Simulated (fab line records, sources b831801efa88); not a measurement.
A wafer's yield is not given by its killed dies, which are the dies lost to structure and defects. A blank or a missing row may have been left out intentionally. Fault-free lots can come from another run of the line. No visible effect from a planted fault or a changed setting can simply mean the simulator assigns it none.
fab line records | flow sky130
record: lots: 6 | wafers: 18 | lastDay: 50
route steps=708 shown FIELD_ISO@23 NWELL@32 DNWELL@35 PAD_OPEN@708
lots untouched by any fault: they come from a run of this same line in which no faults occurred
startH: the number of hours between the record's first day and the start of the first shown wafer of the lot | waitH: time in hours since the lot's previous step | " unchanged from the row above | L1.1+2: a row that stands for several wafers | - no value present, or no start provided | * or withheld: withheld | < > ~ a bound
route shown NAME@n: a module of which the file shows steps, and the number in the route of the first | usual: mean/standard deviation of fault-free wafers | same: alike in all rows | chamber/n: place in a boat | sites: readings site by site | _std_site: standard deviation of those values | _edge_site: outer sites' mean less inner sites' | radiusMm: for every site, how far away it sits from the centre of the wafer | mask NAME#n: copy n | behind: tool/chamber where the wafer was last shaped | hold: reason for holding the lot/hours on hold/outcome of the hold | device: whichever transistor did not switch (one of n, p or np) | end of line: tests of these same wafers at the route's end | for a step that has no rows: nothing shown but its recipe | killed: dies that structure and defects cost at the first sort, which is not the same as the wafer's yield | map: shows each die of a wafer: x if killed, . if not, _ if none is there
set.NAME: the setting as run; set.NAME@STEP: as run at that earlier step | model.NAME: the simulator's own value behind a step, which no gauge read
lots at some steps of the route; a table a step, a row a wafer
services: from which hour (startH, from the record's first day; less than 0 if before it) a tool's chamber was out of use, for how many hours, and why
== steps ==
step: SKY_FIELD_ISO_OXIDATION_22
recipe: tempC: 950 | ambient: O2 | stabiliseS: 600 | purgeS: 300 | targetThkA: 100 | oxTimeS: 623
step: SKY_FIELD_ISO_THK_MEAS_23
recipe: reads: SiO2_of_FIELD_ISO_OXIDATION_22
usual: FIELD_ISO_OXIDATION_01_THK: 9.98/0.21
lot.wafer | tool         | chamber | startH | waitH | FIELD_ISO_OXIDATION_01_THK[nm]
L362.1    | filmMetro-01 | -       | 50.18  | 0.0   | 10.15
L362.2    | "            | -       | "      | "     | 10.26
L362.5    | "            | -       | "      | "     | 10.07
L363.1    | filmMetro-03 | -       | 51.05  | 0.0   | 9.93
L363.3    | "            | -       | "      | "     | 9.88
L363.5    | "            | -       | "      | "     | 10.02
L367.2    | filmMetro-01 | -       | 72.30  | 0.0   | 9.96
L367.4    | "            | -       | "      | "     | 10.05
L367.5    | "            | -       | "      | "     | 9.95
L371.2    | filmMetro-04 | -       | 92.81  | 0.0   | 9.91
L371.3    | "            | -       | "      | "     | 9.92
L371.6    | "            | -       | "      | "     | 9.68
L378.3    | filmMetro-03 | -       | 130.02 | 0.0   | 9.74
L378.4    | "            | -       | "      | "     | 9.84
L378.6    | "            | -       | "      | "     | 10.11
L379.2    | filmMetro-03 | -       | 136.65 | 0.0   | 10.01
L379.4    | "            | -       | "      | "     | 9.91
L379.6    | "            | -       | "      | "     | 10.10
step: SKY_FIELD_ISO_CVD_24
recipe: material: SiO2 | targetThkNm: 595 | tempC: 650 | sigmaOpenFrac: 0.3 | timeS: 99.2 | sih4FlowSccm: 60 | pressureMtorr: 6
step: SKY_FIELD_ISO_THK_MEAS_25
recipe: reads: SiO2_of_FIELD_ISO_CVD_24
usual: FIELD_ISO_CVD_24_THK: 593/6.8
lot.wafer | tool         | chamber | startH | waitH | FIELD_ISO_CVD_24_THK[nm]
L362.1    | filmMetro-03 | -       | 50.32  | 0.0   | 592
L362.2    | "            | -       | "      | "     | 586
L362.5    | "            | -       | "      | "     | 593
L363.1    | filmMetro-04 | -       | 51.18  | 0.0   | 597
L363.3    | "            | -       | "      | "     | 592
L363.5    | "            | -       | "      | "     | 594
L367.2    | filmMetro-04 | -       | 72.43  | 0.0   | 591
L367.4    | "            | -       | "      | "     | 595
L367.5    | "            | -       | "      | "     | 599
L371.2    | filmMetro-03 | -       | 92.95  | 0.0   | 605
L371.3    | "            | -       | "      | "     | 600
L371.6    | "            | -       | "      | "     | 600
L378.3    | filmMetro-03 | -       | 130.16 | 0.1   | 591
L378.4    | "            | -       | "      | "     | 583
L378.6    | "            | -       | "      | "     | 589
L379.2    | filmMetro-04 | -       | 136.78 | 0.0   | 585
L379.4    | "            | -       | "      | "     | 590
L379.6    | "            | -       | "      | "     | 588
step: SKY_FIELD_ISO_ANNEAL_26
recipe: tempC: 1000 | timeS: 1800 | ambient: N2
step: SKY_FIELD_ISO_CMP_27
recipe: stopOn: Si3N4 | tOverpolishS: 16 | downForcePsi: 4 | platenRpm: 60 | targetThkNm: 457.8 | padVelocityMS: 0.94248
usual: motorCurrentA: 11.0/1 | overpolishRunS: 16.001/0.0082 | timeToEndpointS: 110/4.5
lot.wafer | tool   | chamber | startH | waitH | motorCurrentA | overpolishRunS | timeToEndpointS
L362.1    | cmp-02 | 3       | 52.55  | 0.0   | 10.7          | 15.997         | 118
L362.2    | "      | 0       | "      | "     | 10.1          | 16.005         | 117
L362.5    | "      | 0       | "      | "     | 10.6          | 15.985         | 116
L363.1    | cmp-02 | 2       | 53.20  | 0.0   | 10.1          | 16.001         | 126
L363.3    | "      | 1       | "      | "     | 11.5          | 16.003         | 117
L363.5    | "      | 3       | "      | "     | 10.8          | 16.022         | 115
L367.4    | cmp-01 | 2       | 74.08  | 0.1   | 11.3          | 15.998         | 108
L367.2    | "      | 3       | "      | "     | 10.6          | 15.997         | 106
L367.5    | "      | 1       | "      | "     | 12.7          | 16.013         | 111
L371.2    | cmp-02 | 0       | 94.50  | 0.0   | 9.8           | 15.999         | 107
L371.3    | "      | 2       | "      | "     | 9.5           | 15.991         | 110
L371.6    | "      | 1       | "      | "     | 11.9          | 16.000         | 107
L378.4    | cmp-01 | 1       | 134.07 | 0.1   | 13.7          | 15.991         | 109
L378.3    | "      | 2       | "      | "     | 11.1          | 15.999         | 110
L378.6    | "      | 0       | "      | "     | 10.1          | 15.981         | 114
L379.2    | cmp-01 | 0       | 140.42 | 0.1   | 10.1          | 16.012         | 110
L379.4    | "      | 2       | "      | "     | 10.8          | 15.991         | 105
L379.6    | "      | 3       | "      | "     | 10.8          | 16.017         | 106
step: SKY_FIELD_ISO_WET_ETCH_28
recipe: chemistry: dHF | targetDepthNm: 23.7 | target: SiO2 | dilution: 10:1 | tempC: 25 | timeS: 47
step: SKY_FIELD_ISO_WET_ETCH_29
recipe: chemistry: H3PO4 | targetDepthNm: 160 | target: Si3N4 | tempC: 160 | timeS: 1825
step: SKY_FIELD_ISO_WET_ETCH_30
recipe: chemistry: dHF | targetDepthNm: 25 | target: SiO2 | dilution: 10:1 | tempC: 25 | timeS: 50
step: SKY_NWELL_CLEAN_00
recipe: chemistry: SC1/SC2 | mix: 1:4:20 | tempC: 70 | timeS: 150 | dry: n2Spin
step: SKY_NWELL_OXIDATION_01
recipe: tempC: 900 | ambient: O2 | stabiliseS: 600 | purgeS: 300 | targetThkA: 100 | oxTimeS: 1418
step: SKY_NWELL_THK_MEAS_02
recipe: reads: SiO2_of_NWELL_OXIDATION_01
usual: NWELL_OXIDATION_THK: 10.05/0.17
lot.wafer | tool         | chamber | startH | waitH | NWELL_OXIDATION_THK[nm]
L362.1    | filmMetro-01 | -       | 54.85  | 0.0   | 10.14
L362.2    | "            | -       | "      | "     | 10.09
L362.5    | "            | -       | "      | "     | 10.09
L363.1    | filmMetro-01 | -       | 56.24  | 0.0   | 9.90
L363.3    | "            | -       | "      | "     | 9.93
L363.5    | "            | -       | "      | "     | 9.92
L367.2    | filmMetro-03 | -       | 76.29  | 0.0   | 10.01
L367.4    | "            | -       | "      | "     | 10.20
L367.5    | "            | -       | "      | "     | 10.37
L371.2    | filmMetro-02 | -       | 97.75  | 0.0   | 10.15
L371.3    | "            | -       | "      | "     | 10.16
L371.6    | "            | -       | "      | "     | 9.97
L378.3    | filmMetro-01 | -       | 137.36 | 0.0   | 9.96
L378.4    | "            | -       | "      | "     | 9.87
L378.6    | "            | -       | "      | "     | 9.81
L379.2    | filmMetro-01 | -       | 143.02 | 0.0   | 10.29
L379.4    | "            | -       | "      | "     | 10.26
L379.6    | "            | -       | "      | "     | 9.96
step: SKY_DNWELL_DEHYDRATE_00
recipe: tempC: 200 | timeS: 60
usual: chillPlateTempC: 23.00/0.11 | heaterPowerTotalW: 160.39/0.13 | runLengthS: 89.28/0.16
lot.wafer | tool          | chamber | startH | waitH | chillPlateTempC | heaterPowerTotalW | runLengthS
L362.1    | lithoTrack-01 | 0       | 62.88  | 8.0   | 23.14           | 160.19            | 89.65
L362.2    | "             | 0       | "      | "     | 23.22           | 160.38            | 89.51
L362.5    | "             | 0       | "      | "     | 23.10           | 160.47            | 89.37
L363.1    | lithoTrack-03 | 0       | 64.06  | 7.8   | 23.02           | 160.17            | 89.27
L363.3    | "             | 0       | "      | "     | 22.88           | 160.36            | 89.27
L363.5    | "             | 0       | "      | "     | 23.03           | 160.33            | 89.25
L367.2    | lithoTrack-01 | 0       | 83.45  | 7.2   | 23.03           | 173.36            | 76.64
L367.4    | "             | 0       | "      | "     | 22.93           | 160.42            | 89.45
L367.5    | "             | 0       | "      | "     | 23.01           | 173.28            | 76.79
L371.2    | lithoTrack-01 | 0       | 105.60 | 7.8   | 23.10           | 172.92            | 76.57
L371.3    | "             | 0       | "      | "     | 22.96           | 160.45            | 89.24
L371.6    | "             | 0       | "      | "     | 23.12           | 172.95            | 76.72
L378.3    | lithoTrack-02 | 0       | 145.68 | 8.3   | 22.84           | 160.55            | 89.07
L378.4    | "             | 0       | "      | "     | 23.01           | 160.27            | 89.01
L378.6    | "             | 0       | "      | "     | 22.85           | 160.43            | 89.02
L379.2    | lithoTrack-03 | 0       | 152.09 | 9.1   | 23.03           | 160.49            | 89.37
L379.4    | "             | 0       | "      | "     | 23.04           | 160.19            | 89.55
L379.6    | "             | 0       | "      | "     | 22.76           | 160.33            | 89.40
step: SKY_DNWELL_HMDS_01
recipe: primeTimeS: 60 | primeTempC: 120
step: SKY_PAD_OPEN_PROBE_99
usual: killed_at_M0_to_M3: 44/7.5 | killed_at_M4_up: 3.2/1.9 | killedAtContacts: 23/4.7 | killedAtFrontEnd: 15/4.7 | killedAtOther: 0.4/0.66 | killedDies: 87/9.3 | killedOpen: 47/7.2 | killedShort: 39/6.5
same: grossDies: 492 | killedAtBackSide: 0
lot.wafer | tool      | chamber | startH  | waitH | killed_at_M0_to_M3 | killed_at_M4_up | killedAtContacts | killedAtFrontEnd | killedAtOther | killedDies | killedOpen | killedShort
L362.1    | prober-01 | -       | 1106.97 | 0.1   | 43                 | 1               | 20               | 8                | 1             | 73         | 46         | 27
L362.2    | prober-01 | -       | 1107.02 | 0.1   | 52                 | 6               | 21               | 13               | 0             | 92         | 49         | 43
L362.5    | prober-01 | -       | 1107.17 | 0.2   | 50                 | 6               | 20               | 11               | 0             | 87         | 43         | 44
L378.3    | prober-01 | -       | 1185.49 | 0.2   | 53                 | 2               | 31               | 16               | 0             | 102        | 56         | 45
L378.4    | prober-01 | -       | 1185.54 | 0.2   | 41                 | 6               | 28               | 10               | 0             | 85         | 53         | 32
L378.6    | prober-01 | -       | 1185.64 | 0.2   | 34                 | 3               | 24               | 27               | 0             | 88         | 49         | 39
L379.2    | prober-02 | -       | 1190.00 | 0.1   | 45                 | 1               | 25               | 9                | 0             | 80         | 42         | 37
L379.4    | prober-02 | -       | 1190.10 | 0.2   | 38                 | 5               | 24               | 12               | 0             | 79         | 42         | 37
L379.6    | prober-02 | -       | 1190.20 | 0.2   | 44                 | 1               | 24               | 15               | 0             | 84         | 48         | 36
killed by level:class
L362.1 VIA1:geometricParticle:open=14 LI_CONTACT:geometricParticle:open=8 CONTACT:geometricParticle:open=7 VIA2:geometricParticle:open=6 VIA1:geometricParticle:short=4 VIA3:geometricParticle:open=4 FIELD_ISO:geometricParticle:open=3 METAL1:geometricParticle:short=3
L362.2 VIA1:geometricParticle:open=13 LI_CONTACT:geometricParticle:open=10 VIA1:geometricParticle:short=7 VIA3:geometricParticle:open=7 FIELD_ISO:geometricParticle:short=6 LI_CONTACT:geometricParticle:short=4 METAL1:geometricParticle:short=4 METAL2:geometricParticle:short=4
L362.5 VIA1:geometricParticle:open=10 VIA1:geometricParticle:short=9 VIA3:geometricParticle:open=6 LI_CONTACT:geometricParticle:open=6 CONTACT:geometricParticle:open=6 METAL2:geometricParticle:short=6 FIELD_ISO:geometricParticle:short=5 CONTACT:geometricParticle:short=5
L378.3 VIA1:geometricParticle:open=13 LOCAL_INTERCONNECT:geometricParticle:short=9 VIA2:geometricParticle:open=9 LI_CONTACT:geometricParticle:open=8 CONTACT:geometricParticle:open=8 VIA1:geometricParticle:short=7 VIA2:geometricParticle:short=6 FIELD_ISO:geometricParticle:short=5
L378.4 CONTACT:geometricParticle:open=15 VIA1:geometricParticle:open=9 VIA1:geometricParticle:short=8 VIA2:geometricParticle:open=7 LI_CONTACT:geometricParticle:open=6 POLY_GATE:geometricParticle:open=5 LI_CONTACT:geometricParticle:short=3 VIA4:geometricParticle:open=3
L378.6 LI_CONTACT:geometricParticle:open=10 POLY_GATE:geometricParticle:open=9 VIA1:geometricParticle:open=9 FIELD_ISO:geometricParticle:short=6 FIELD_ISO:geometricParticle:open=6 CONTACT:geometricParticle:open=6 METAL1:geometricParticle:short=5 METAL2:geometricParticle:short=5
L379.2 VIA1:geometricParticle:open=11 CONTACT:geometricParticle:open=9 METAL2:geometricParticle:short=8 VIA2:geometricParticle:open=7 LOCAL_INTERCONNECT:geometricParticle:short=5 VIA1:geometricParticle:short=5 CONTACT:geometricParticle:short=5 LI_CONTACT:geometricParticle:open=4
L379.4 VIA3:geometricParticle:open=9 CONTACT:geometricParticle:open=7 METAL2:geometricParticle:short=7 LOCAL_INTERCONNECT:geometricParticle:short=6 LI_CONTACT:geometricParticle:open=4 CONTACT:geometricParticle:short=4 VIA2:geometricParticle:short=4 METAL4:geometricParticle:short=4
L379.6 CONTACT:geometricParticle:open=12 VIA3:geometricParticle:open=9 VIA2:geometricParticle:open=7 LI_CONTACT:geometricParticle:open=6 VIA1:geometricParticle:short=5 FIELD_ISO:geometricParticle:short=4 POLY_GATE:geometricParticle:short=4 METAL1:geometricParticle:short=4
== services ==
tool          | chamber | startH | hours | kind
cmp-01        | -       | 29.55  | 2.3   | repair
cmp-02        | -       | 64.00  | 4.0   | pm
cmp-02        | -       | 68.00  | -     | consumableReplace:conditioner
cmp-02        | -       | 68.00  | -     | consumableReplace:pad
cmp-02        | -       | 83.30  | 2.8   | repair
lithoTrack-02 | -       | 127.21 | -     | consumableReplace:filter
cmp-02        | -       | 130.12 | 5.7   | pm
== key ==
firstSign: step: SKY_DNWELL_DEHYDRATE_00 | reading: heaterPowerTotalW | direction: up | sigmas: 99 | usual: * | struck: *
effect: step: SKY_DNWELL_DEHYDRATE_00 | reading: runLengthS | direction: down | sigmas: 80 | usual: * | struck: *
metAt SKY_DNWELL_DEHYDRATE_00
struckWafers L367.2,L367.5,L371.2,L371.6
testerLeftOut L367,L371
onsetBetween 62.88 83.45
fault: kind: processParameterDrift | tool: lithoTrack-01 | chamber: - | onsetH: 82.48 | steps: SKY_DNWELL_DEHYDRATE_00 | channel: timeS | offset: * | shape: step | endH: 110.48 | scope: struckWafersOnly | actsIn: * | stated: *
testerLeftOut: of these lots the tester's yield and bins aren't shown, on N5 and GAA mostly nor the transistor test; their killed dies are dies lost to structure and defects alone, not to doping, threshold or leakage, so they don't give the yield
